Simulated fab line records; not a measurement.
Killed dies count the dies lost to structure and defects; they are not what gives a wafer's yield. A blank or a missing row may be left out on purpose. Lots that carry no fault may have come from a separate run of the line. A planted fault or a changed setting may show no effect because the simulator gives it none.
fab line records	flow gf180mcu
record lots=14	wafers=42	lastDay=34
route steps=602 shown M1@331 V1@336 V2@385
lots untouched by any fault: they come from a run of this same line in which no faults occurred
startH: hours from the record's opening day to when the first of the lot's shown wafers began	waitH: time in hours since the lot's previous step	" unchanged from the row above	L1.1+2: a row that stands for several wafers	- no value present, or no start provided	* or withheld: withheld	< > ~ a bound
route shown NAME@n: names a module that has steps shown in the file, with the first one's number in the route	usual: mean/standard deviation taken from wafers without a fault	same: alike in all rows	chamber/n: place in a boat	sites: readings site by site	_std_site: how widely they spread, as a standard deviation	_edge_site: mean of outer sites minus mean of inner sites	radiusMm: how far each site lies from the wafer's centre	mask NAME#n: copy n	behind: the tool/chamber that last shaped the wafer	hold: what put the lot on hold/how long, in hours/how the hold closed	device: whichever transistor did not switch (one of n, p or np)	end of line: at the end of the route, the tests of the same wafers	step lacking rows: just its recipe	killed: the dies lost at the first sort to structure and to defects; this is not the yield of the wafer	map: shows each die of a wafer: x if killed, . if not, _ if none is there
set.NAME: the setting as run; set.NAME@STEP: as run at that earlier step	model.NAME: the simulator's own value behind a step, which no gauge read
the route's steps for a sample of lots (tables are steps, rows are wafers)
services: a tool's chamber out of use, with start hour (startH, from the record's first day; less than 0 if before it), hours out, and reason
## steps
# step GF_M1_METAL_ETCH_16
# recipe chemistry=Cl2/BCl3	maskMaterial=KrF	targetDepthNm=750.8	stopOn=SiO2	pressureMtorr=8	icpW=800	biasW=140	Cl2_flow_sccm=80	bcl3FlowSccm=40	timeS=125.1
# usual bcl3FlowSccm=39.99/0.13	drypumpMotorCurrentA=5.7/0.55	oesProductAu=0.988/0.0065	throttleValvePct=28.233/0.011
# same timeS=125.1
lot.wafer	tool	chamber	startH	waitH	bcl3FlowSccm	drypumpMotorCurrentA	oesProductAu	rfHoursCounterH	throttleValvePct
L654.1	rieMetal-01	0	404.33	0.0	39.87	5.3	0.996	4	28.212
L654.2	"	1	"	"	39.79	5.0	0.983	6	28.228
L654.3	"	0	"	"	39.86	5.3	0.991	-	28.234
L655.4	rieMetal-04	1	415.03	0.1	39.88	6.0	0.974	-	28.240
L655.5	"	1	"	"	40.09	6.0	0.990	-	28.246
L655.6	"	0	"	"	40.14	5.5	0.989	-	28.239
L656.1	rieMetal-01	1	423.58	0.0	39.82	5.0	0.995	7	28.225
L656.2	"	0	"	"	40.17	5.3	0.991	5	28.225
L656.5	"	0	"	"	40.12	5.3	0.996	-	28.227
L657.2	rieMetal-02	1	434.83	0.0	40.02	6.3	0.991	13	28.244
L657.3	"	1	"	"	39.96	6.4	0.978	-	28.235
L657.5	"	0	"	"	39.89	6.3	0.977	-	28.226
L659.1	rieMetal-01	1	449.11	0.0	39.81	5.0	0.995	7	28.240
L659.2	"	0	"	"	40.08	5.4	0.986	5	28.249
L659.4	"	0	"	"	40.22	5.4	0.988	-	28.231
L661.1	rieMetal-01	1	465.81	0.0	39.81	5.0	0.986	8	28.229
L661.2	"	0	"	"	39.98	5.3	0.986	6	28.229
L661.5	"	0	"	"	40.06	5.3	0.980	-	28.225
L662.2	rieMetal-04	1	478.71	0.0	39.88	6.0	0.994	15	28.210
L662.5	"	1	"	"	40.06	6.0	0.995	-	28.229
L662.6	"	0	"	"	40.00	5.6	0.983	-	28.221
L663.3	rieMetal-01	1	482.70	0.1	40.11	5.0	0.789	-	28.459
L663.4	"	0	"	"	40.00	5.3	0.785	-	28.433
L663.5	"	0	"	"	40.00	5.4	0.787	-	28.454
L664.4	rieMetal-04	0	504.54	0.1	40.16	5.5	0.985	-	28.243
L664.5	"	0	"	"	40.26	5.5	0.983	-	28.245
L664.6	"	0	"	"	40.17	5.5	0.988	-	28.256
L665.2	rieMetal-01	1	505.67	0.0	39.95	5.0	0.776	9	28.464
L665.3	"	1	"	"	40.22	5.0	0.773	-	28.477
L665.4	"	0	"	"	40.15	5.4	0.786	-	28.464
L672.1	rieMetal-01	0	561.73	0.0	40.15	5.3	0.986	8	28.216
L672.3	"	1	"	"	40.14	5.0	0.982	-	28.235
L672.4	"	0	"	"	40.03	5.4	0.991	-	28.218
L674.2	rieMetal-02	0	578.01	0.0	40.05	6.2	0.986	1	28.237
L674.3	"	0	"	"	40.11	6.3	0.984	-	28.244
L674.5	"	0	"	"	40.04	6.3	0.987	-	28.232
L673.1	rieMetal-01	1	578.88	0.0	39.88	5.0	0.994	10	28.244
L673.5	"	0	"	"	40.27	5.3	0.986	-	28.234
L673.6	"	1	"	"	39.90	5.0	0.989	-	28.215
L675.1	rieMetal-02	0	579.23	0.0	39.96	6.3	0.979	1	28.238
L675.3	"	0	"	"	40.19	6.3	0.974	-	28.259
L675.5	"	1	"	"	40.01	6.3	0.989	-	28.247
# step GF_M1_STRIP_17
# recipe chemistry=O2/N2	powerW=1400	pressureMtorr=1500	platenTempC=250	o2FlowSccm=3000	n2FlowSccm=300	overashFraction=0.5
# usual drypumpMotorCurrentA=5.6/0.46	heaterPowerW=320/22	oesProductAu=0.538/0.0053	stripTimeToEndpointS=7.41/0.049
lot.wafer	tool	chamber	startH	waitH	drypumpMotorCurrentA	heaterPowerW	oesProductAu	rfHoursCounterH	stripTimeToEndpointS
L654.1	plasmaAsher-01	1	404.46	0.1	5.6	334	0.539	31	7.38
L654.2	"	0	"	"	5.5	320	0.533	31	7.43
L654.3	"	0	"	"	5.5	315	0.537	-	7.39
L655.4	plasmaAsher-03	1	415.15	0.1	6.7	363	0.540	-	7.39
L655.5	"	0	"	"	5.4	303	0.540	-	7.41
L655.6	"	1	"	"	6.7	369	0.539	-	7.36
L656.1	plasmaAsher-01	1	423.71	0.1	5.6	335	0.536	33	7.33
L656.2	"	0	"	"	5.5	319	0.528	33	7.33
L656.5	"	0	"	"	5.5	313	0.527	-	7.32
L657.2	plasmaAsher-04	0	434.96	0.1	5.4	299	0.532	1	7.47
L657.3	"	0	"	"	5.4	310	0.540	-	7.46
L657.5	"	1	"	"	5.1	294	0.541	-	7.48
L659.1	plasmaAsher-01	1	449.24	0.1	5.6	330	0.539	36	7.34
L659.2	"	0	"	"	5.5	319	0.535	36	7.37
L659.4	"	0	"	"	5.5	320	0.532	-	7.37
L661.1	plasmaAsher-04	1	465.94	0.1	5.1	285	0.529	4	7.35
L661.2	"	0	"	"	5.4	306	0.540	4	7.35
L661.5	"	0	"	"	5.4	313	0.530	-	7.34
L662.2	plasmaAsher-04	0	478.84	0.1	5.4	306	0.538	5	7.39
L662.5	"	0	"	"	5.4	304	0.537	-	7.37
L662.6	"	1	"	"	5.1	277	0.529	-	7.40
L663.3	plasmaAsher-01	1	482.82	0.1	5.6	331	0.583	-	8.40
L663.4	"	0	"	"	5.5	325	0.573	-	8.38
L663.5	"	0	"	"	5.5	316	0.585	-	8.39
L664.4	plasmaAsher-03	0	504.70	0.1	5.5	304	0.541	-	7.40
L664.5	"	0	"	"	5.5	302	0.537	-	7.42
L664.6	"	1	"	"	6.7	354	0.535	-	7.40
L665.2	plasmaAsher-01	1	505.80	0.1	5.6	325	0.582	42	8.46
L665.3	"	0	"	"	5.5	330	0.576	-	8.40
L665.4	"	1	"	"	5.6	329	0.571	-	8.38
L672.1	plasmaAsher-04	1	561.86	0.1	5.1	286	0.530	14	7.41
L672.3	"	1	"	"	5.1	284	0.536	-	7.45
L672.4	"	0	"	"	5.4	305	0.539	-	7.41
L674.2	plasmaAsher-04	1	578.14	0.1	5.1	288	0.542	16	7.48
L674.3	"	0	"	"	5.4	311	0.550	-	7.51
L674.5	"	0	"	"	5.4	306	0.548	-	7.49
L673.1	plasmaAsher-03	1	579.01	0.1	6.7	361	0.535	79	7.45
L673.5	"	0	"	"	5.4	305	0.547	-	7.44
L673.6	"	1	"	"	6.7	356	0.542	-	7.41
L675.1	plasmaAsher-03	1	579.36	0.1	6.7	364	0.548	79	7.52
L675.3	"	0	"	"	5.5	313	0.536	-	7.49
L675.5	"	0	"	"	5.5	311	0.539	-	7.45
# step GF_V1_THK_MEAS_01
# recipe reads=SiO2_of_V1_CVD_00
# usual V1_CVD_00_THK=602/5.8
lot.wafer	tool	chamber	startH	waitH	V1_CVD_00_THK[nm]
L654.1	filmMetro-01	-	405.07	0.0	598
L654.2	"	-	"	"	602
L654.3	"	-	"	"	598
L655.4	filmMetro-01	-	415.75	0.0	602
L655.5	"	-	"	"	597
L655.6	"	-	"	"	607
L656.1	filmMetro-01	-	424.31	0.0	599
L656.2	"	-	"	"	594
L656.5	"	-	"	"	591
L657.2	filmMetro-03	-	435.58	0.0	592
L657.3	"	-	"	"	605
L657.5	"	-	"	"	599
L659.1	filmMetro-01	-	449.88	0.0	608
L659.2	"	-	"	"	617
L659.4	"	-	"	"	615
L661.1	filmMetro-02	-	466.55	0.0	607
L661.2	"	-	"	"	601
L661.5	"	-	"	"	610
L662.2	filmMetro-02	-	479.46	0.0	603
L662.5	"	-	"	"	605
L662.6	"	-	"	"	597
L664.4	filmMetro-03	-	505.34	0.0	605
L664.5	"	-	"	"	601
L664.6	"	-	"	"	601
L672.1	filmMetro-02	-	562.47	0.0	594
L672.3	"	-	"	"	590
L672.4	"	-	"	"	591
L674.2	filmMetro-02	-	578.75	0.0	607
L674.3	"	-	"	"	611
L674.5	"	-	"	"	607
L673.1	filmMetro-01	-	579.76	0.0	611
L673.5	"	-	"	"	611
L673.6	"	-	"	"	614
L675.1	filmMetro-01	-	579.97	0.0	598
L675.3	"	-	"	"	592
L675.5	"	-	"	"	598
# step GF_V1_CD_MEAS_14
# recipe targetCdNm=260
# usual cdNm=260.3/1.3
lot.wafer	tool	chamber	startH	waitH	cdNm
L654.1	cdSem-01	-	429.83	0.1	262.6
L654.2	"	-	"	"	263.8
L654.3	"	-	"	"	263.4
L655.4	cdSem-02	-	440.70	0.1	260.2
L655.5	"	-	"	"	259.5
L655.6	"	-	"	"	261.6
L656.1	cdSem-01	-	448.62	0.1	261.5
L656.2	"	-	"	"	261.4
L656.5	"	-	"	"	263.5
L657.2	cdSem-02	-	460.10	0.1	260.0
L657.3	"	-	"	"	260.3
L657.5	"	-	"	"	260.4
L659.1	cdSem-01	-	474.69	0.1	259.1
L659.2	"	-	"	"	259.2
L659.4	"	-	"	"	259.9
L661.1	cdSem-01	-	490.64	0.1	259.3
L661.2	"	-	"	"	257.2
L661.5	"	-	"	"	259.2
L662.2	cdSem-01	-	503.94	0.1	259.1
L662.5	"	-	"	"	258.9
L662.6	"	-	"	"	259.6
L664.4	cdSem-02	-	528.83	0.1	261.4
L664.5	"	-	"	"	262.1
L664.6	"	-	"	"	260.5
L672.1	cdSem-02	-	584.92	0.1	262.7
L672.3	"	-	"	"	262.2
L672.4	"	-	"	"	261.7
L674.2	cdSem-01	-	600.19	0.1	259.9
L674.3	"	-	"	"	259.0
L674.5	"	-	"	"	258.8
L673.1	cdSem-01	-	601.64	0.1	258.1
L673.5	"	-	"	"	257.6
L673.6	"	-	"	"	257.8
L675.1	cdSem-01	-	601.88	0.1	260.8
L675.3	"	-	"	"	260.9
L675.5	"	-	"	"	260.8
# step GF_V2_THK_MEAS_03
# recipe reads=SiO2_of_V2_CVD_02
# usual V2_CVD_02_THK=851/10
lot.wafer	tool	chamber	startH	waitH	V2_CVD_02_THK[nm]
L654.1	filmMetro-04	-	457.43	0.0	841
L654.2	"	-	"	"	848
L654.3	"	-	"	"	846
L655.4	filmMetro-04	-	468.34	0.0	859
L655.5	"	-	"	"	863
L655.6	"	-	"	"	863
L656.1	filmMetro-01	-	475.39	0.0	846
L656.2	"	-	"	"	843
L656.5	"	-	"	"	860
L657.2	filmMetro-02	-	486.92	0.0	844
L657.3	"	-	"	"	834
L657.5	"	-	"	"	837
L659.1	filmMetro-01	-	501.70	0.0	839
L659.2	"	-	"	"	850
L659.4	"	-	"	"	852
L661.1	filmMetro-01	-	516.98	0.0	850
L661.2	"	-	"	"	852
L661.5	"	-	"	"	846
L662.2	filmMetro-02	-	530.08	0.0	851
L662.5	"	-	"	"	853
L662.6	"	-	"	"	859
L664.4	filmMetro-01	-	554.07	0.0	853
L664.5	"	-	"	"	861
L664.6	"	-	"	"	851
L672.1	filmMetro-04	-	608.92	0.0	847
L672.3	"	-	"	"	849
L672.4	"	-	"	"	867
L674.2	filmMetro-04	-	622.92	0.0	855
L674.3	"	-	"	"	853
L674.5	"	-	"	"	881
L673.1	filmMetro-04	-	625.49	0.1	859
L673.5	"	-	"	"	866
L673.6	"	-	"	"	855
L675.1	filmMetro-04	-	625.56	0.0	849
L675.3	"	-	"	"	843
L675.5	"	-	"	"	855
## services
tool	chamber	startH	hours	kind
plasmaAsher-03	-	417.21	18.7	repair
plasmaAsher-04	-	421.25	9.0	pm
plasmaAsher-04	0	421.25	9.0	ventCycle
plasmaAsher-04	1	421.25	9.0	ventCycle
plasmaAsher-04	0	430.25	-	clean
plasmaAsher-04	1	430.25	-	clean
rieMetal-01	1	433.86	7.5	repair
rieMetal-02	1	442.61	-	clean
rieMetal-02	1	442.61	30.7	scheduledDown
rieMetal-02	1	442.61	30.7	ventCycle
rieMetal-04	1	489.49	-	clean
rieMetal-04	1	489.49	16.7	scheduledDown
rieMetal-04	1	489.49	16.7	ventCycle
rieMetal-02	0	528.09	-	clean
rieMetal-02	0	528.09	15.5	scheduledDown
rieMetal-02	0	528.09	15.5	ventCycle
rieMetal-04	1	544.01	2.1	repair
## key
firstSign step=GF_M1_METAL_ETCH_16	reading=oesProductAu	direction=down	sigmas=32	usual=0.988	struck=0.783
effect step=GF_M1_METAL_ETCH_16	reading=throttleValvePct	direction=up	sigmas=21	usual=28.233	struck=28.458
effect step=GF_M1_STRIP_17	reading=stripTimeToEndpointS	direction=up	sigmas=20	usual=*	struck=*
metAt GF_M1_METAL_ETCH_16
struckLots L663,L665
laterRowsLeftOut L663.3,L663.4,L663.5,L665.2,L665.3,L665.4
sortLeftOut L663.3,L663.4,L663.5,L665.2,L665.3,L665.4
notActingAt GF_V1_THK_MEAS_01,GF_V1_CD_MEAS_14,GF_V2_THK_MEAS_03
onsetBetween 465.81 482.70
fault kind=processParameterDrift	tool=rieMetal-01	chamber=-	onsetH=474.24	steps=GF_M1_METAL_ETCH_16	channel=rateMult	offset=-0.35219	shape=step	endH=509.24
# sortLeftOut: the simulated sort isn't trusted on such a fault, so these wafers' sort isn't shown, and their yield isn't known
# laterRowsLeftOut: the simulator's readings of these wafers behind a module that went badly wrong aren't trusted and aren't shown, but for the sort
